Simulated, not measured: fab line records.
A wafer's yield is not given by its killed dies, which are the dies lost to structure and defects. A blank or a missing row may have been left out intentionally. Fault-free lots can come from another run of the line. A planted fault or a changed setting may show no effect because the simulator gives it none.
Matching of chambers -- flow gf180mcu -- GF_POLY_GATE_ETCH_13 on rieSi-02: 4 sister chambers
The step etches poly-Si in HBr/Cl2, stops on SiO2, target depth 198.5 nm, time 69.6 s. 4 wafers are shown with their chamber, then 7 later ones without.

EACH WAFER AND ITS CHAMBER
wafer,chamber,rfFwdPowerW (W)
L583.5,2,396.6
L584.6,1,397.0
L588.3,0,396.1
L588.5,3,392.8

WAFERS WHOSE CHAMBER IS MISSING
wafer,rfFwdPowerW (W)
L588.6,396.8
L590.2,396.3
L590.5,397.0
L590.6,396.8
L593.2,395.8
L593.4,395.1
L593.5,396.4

WHICH CHAMBER EACH WENT THROUGH
wafer,from the rows above,in truth
L588.6,can't be placed: 1 or 2 or 0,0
L590.2,can't be placed: 0 or 2 or 1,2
L590.5,can't be placed: 1 or 2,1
L590.6,can't be placed: 1 or 2 or 0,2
L593.2,can't be placed: 0 or 2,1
L593.4,can't be placed: 0 or 2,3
L593.5,can't be placed: 2 or 0 or 1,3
0 of 7 placed correctly. Unplaceable from these rows: 7, with the true chamber sitting among the candidates in 4. 0 placed wrongly.
How it was worked out, from the rows above alone: a wafer's distance from a chamber is the root of the sum, over the readings, of the square of ((its reading less the chamber's mean) divided by the reading's scatter). The wafer belongs to the nearest chamber; if the next one is less than 2 further off, it can't be placed. For every chamber, the mean is computed from those of its wafers that are shown. The scatter (one wafer shown for each chamber): square how far every hidden wafer sits from the nearest shown wafer, average those squares and take the square root.
